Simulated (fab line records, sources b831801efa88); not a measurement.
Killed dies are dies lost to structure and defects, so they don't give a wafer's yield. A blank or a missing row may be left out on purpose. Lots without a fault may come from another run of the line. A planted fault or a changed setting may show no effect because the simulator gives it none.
Split-lot experiment | flow gf180mcu | 5 lots, 23 wafers read, on a route of 602 steps

THE SPLIT
At GF_SALICIDE_SPUTTER_03 (material TiN, target thk 20 nm, time 16.7 s), the setting power_w was moved away from the recipe's 6500 W on 9 of the 23 wafers read, by -8.7% to -4.0%. The other wafers ran this setting at the recipe's value.

The file shows no step between the split and the reading.

THE READING
SALICIDE_TIN_THK, in nm, at GF_SALICIDE_THK_MEAS_05 (measures by xrf). Fault-free wafers of this fab line usually give 20.23 nm, standard deviation 0.26 nm.

wafer  | tool, chamber at the split | power_w as run, W | against the recipe | SALICIDE_TIN_THK, nm | against lot-mates on the recipe
L074.1 | pvd_sputter-04, -          | 6500              | recipe             | 20.68                | -
L074.2 | pvd_sputter-04, -          | 5937              | -8.7%              | 18.68                | -1.74
L074.4 | pvd_sputter-04, -          | 5937              | -8.7%              | 18.74                | -1.68
L074.5 | pvd_sputter-04, -          | 6500              | recipe             | 20.58                | -
L074.6 | pvd_sputter-04, -          | 6500              | recipe             | 20.00                | -
L075.1 | pvd_sputter-02, -          | 6500              | recipe             | 19.93                | -
L075.5 | pvd_sputter-02, -          | 6500              | recipe             | 19.73                | -
L075.6 | pvd_sputter-02, -          | 6500              | recipe             | 20.10                | -
L078.1 | pvd_sputter-02, -          | 6238              | -4.0%              | 19.62                | -0.67
L078.3 | pvd_sputter-02, -          | 6500              | recipe             | 20.40                | -
L078.4 | pvd_sputter-02, -          | 6238              | -4.0%              | 19.66                | -0.63
L078.5 | pvd_sputter-02, -          | 6500              | recipe             | 20.37                | -
L078.6 | pvd_sputter-02, -          | 6500              | recipe             | 20.11                | -
L079.1 | pvd_sputter-02, -          | 5977              | -8.0%              | 18.43                | -1.80
L079.3 | pvd_sputter-02, -          | 6500              | recipe             | 20.14                | -
L079.4 | pvd_sputter-02, -          | 5977              | -8.0%              | 18.78                | -1.45
L079.5 | pvd_sputter-02, -          | 5977              | -8.0%              | 18.55                | -1.68
L079.6 | pvd_sputter-02, -          | 6500              | recipe             | 20.31                | -
L085.1 | pvd_sputter-04, -          | 6500              | recipe             | 20.35                | -
L085.3 | pvd_sputter-04, -          | 6500              | recipe             | 20.33                | -
L085.4 | pvd_sputter-04, -          | 6500              | recipe             | 20.16                | -
L085.5 | pvd_sputter-04, -          | 6087              | -6.4%              | 18.97                | -1.31
L085.6 | pvd_sputter-04, -          | 6087              | -6.4%              | 18.92                | -1.36

THE FIT
A straight line over all 23 wafers: SALICIDE_TIN_THK changes by +0.191 nm for each +1% of power_w; r = +0.95; the points scatter about the line by 0.22 nm.
The same after taking each lot's own level away (the mean of its wafers on the recipe; 23 wafers): +0.201 nm for each +1%; r = +0.98; scatter 0.16 nm.
On that fit, the largest move of power_w shifts the reading by 1.7 nm.
The lots' own levels span 19.920 to 20.420 nm, that is 1.9 times the standard deviation above.
So the lot-to-lot level changes the slope little: the two slopes agree.
Check: with one of the wafers moved furthest among these (-8.7%) left out of the fit, the line predicts -1.73 nm for it against its lot-mates. It came out at -1.74 nm against them.

OTHER SPLITS ON THESE WAFERS
These wafers also went through other splits before the reading. Each is held against what the fit with the lots' levels taken away leaves over:
other split on the same wafers   | wafers away from the commonest value | r with SALICIDE_TIN_THK (lot level and that fit taken away)
GF_POLY_GATE_PEB_08 peb_temp_c   | 4                                    | -0.01
GF_POLY_GATE_ETCH_12 source_w    | 10                                   | +0.14
GF_POLY_GATE_OXIDATION_16 temp_c | 15                                   | -0.01
GF_HV_LDD_IMPLANT_09 dose_cm2    | 7                                    | +0.04
GF_HV_LDD_DEVELOP_30 dev_temp_c  | 7                                    | -0.01
GF_HV_LDD_COAT_41 resist_thk_nm  | 8                                    | +0.12
GF_HV_LDD_IMPLANT_48 energy_kev  | 5                                    | +0.22
GF_PSD_EXPOSE_04 dose_mj         | 7                                    | -0.08
GF_SAB_DEVELOP_08 develop_time_s | 8                                    | +0.19

THE WHOLE CHAIN: every reading that the file lists as answering this split, in the file's order
step                    | what it does                                | reading                                                                            | change (the file's fit)             | r (the file's)
GF_SALICIDE_SPUTTER_03  | material TiN, target thk 20 nm, time 16.7 s | TiN_of_SALICIDE_SPUTTER_03.thk_nm (the simulator's own value, which no gauge read) | +0.2 nm for each +1% of the setting | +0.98
GF_SALICIDE_THK_MEAS_05 | measures by xrf                             | SALICIDE_TIN_THK                                                                   | +0.199 for each +1% of the setting  | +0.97

THE FILE'S OWN FIT
SALICIDE_TIN_THK changes by +0.199 nm for each +1% of power_w, r = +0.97.
